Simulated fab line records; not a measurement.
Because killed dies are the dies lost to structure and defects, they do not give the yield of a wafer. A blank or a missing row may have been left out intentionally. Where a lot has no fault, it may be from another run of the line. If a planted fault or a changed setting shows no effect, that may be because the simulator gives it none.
Problem report in the 8D (eight disciplines) form, filled by code	flow gf180mcu	the parts of the form that need people (team, actions taken, sign-off) are left out

## 1. PROBLEM STATEMENT
Wafers free of any fault read 42.1 nm (standard deviation 0.64) for MIM_CVD_05_THK at GF_MIM_THK_MEAS_06, against a mean of 31.6 nm on 3 wafers of 2 lots. Relative to the usual mean, that is a shift of -16 standard deviations.
Seen first at day 27 18:00 on film_metro-02, wafer L234.2. At this step, 39 wafers from 13 lots have a number in the record. The rule behind "out" and "out of limits": a value lying over 4 standard deviations away from the usual mean. The rest of the wafers with a number are treated as sound.

## 2. WHAT THIS IS AND IS NOT
question	is	is not
which readings at this step	MIM_CVD_05_THK	-
which lots	L234, L237	L225, L226, L227, L228, L229, L235, L238, L240, L243, L245, L247
which wafers of those lots	L234.2, L234.5, L237.3	L234.6, L237.1, L237.4
read on which gauges	film_metro-01, film_metro-02	film_metro-03
when	from day 27 18:00	up to then (16 sound wafers); but 20 sound wafers of L235, L237, L238, L240, L243, L245, L247 came after

## 3. THE SUSPECTS, EACH WITH WHAT RULES IT OUT
Counting: if a tool at a process step up to the reading ran every lot that is out, it stays a suspect. Sound lots after the first of them don't rule it out here, since some wafers of a struck lot are sound.
- the gauge at GF_MIM_THK_MEAS_06 has been ruled out. 2 gauges (film_metro-01, film_metro-02) read the wafers that are out.
- pvd_sputter-02 at GF_V4_SPUTTER_22 (material TiN, target thk 10 nm, time 40 s): kept. It ran every lot that is out, first L234 (day 27 17:04); its last sound lot up to then is L228 (day 26 02:29).
- pecvd-02 at GF_MIM_CVD_05 (deposits Si3N4, target thk 42 nm, time 29.086 s): kept. It ran every lot that is out, first L234 (day 27 17:56); its last sound lot up to then is L228 (day 26 03:20).
- In pecvd-02 at GF_MIM_CVD_05, the wafers that are out were processed in chamber 1 and their sound lot-mates in chambers 0, 2.
Remaining after the count are pvd_sputter-02 at GF_V4_SPUTTER_22 and pecvd-02 at GF_MIM_CVD_05.

## 4. THE CAUSE (what the simulator had put in)
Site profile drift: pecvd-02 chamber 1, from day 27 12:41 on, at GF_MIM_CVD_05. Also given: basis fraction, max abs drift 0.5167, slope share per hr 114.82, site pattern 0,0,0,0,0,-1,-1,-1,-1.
Of the 2 suspects that counting leaves, this tool is one.

## 5. THE EFFECT CHAIN, in route order
Rows list readings where the struck wafers' mean (over those with a number) sits beyond 3 standard deviations from the usual. Only readings for which the record gives a usual standard deviation are gone through. hours: the time from each lot's start at the first step in this table that gives one to its start at this step, as a median over the lots. sigmas: the change in usual standard deviations.
hours	step	reading	usual	on struck wafers	change	sigmas
0	GF_MIM_THK_MEAS_06	MIM_CVD_05_THK	42.1 nm	31.6	-10.5	-16
99	GF_PASSIVATION_PROBE_99	killed_at_other	0.1	5.7	+5.6	+21
Here are the process steps it includes:
- GF_PASSIVATION_PROBE_99

## 6. HOW IT WOULD HAVE BEEN CAUGHT EARLIER
The first out-of-limits reading at a measuring or inspecting step in this record came at day 27 18:00, 5 hours after the fault's start at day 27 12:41.
No tool reading at GF_MIM_CVD_05 that has a usual standard deviation in the record was out on any struck wafer, so an alarm limit of 4 standard deviations on those readings would not have fired.
Among the 2 lots that are out, L237 began GF_MIM_CVD_05 on pecvd-02 after day 27 18:00. It would have been spared by a hold on the tool at that moment.
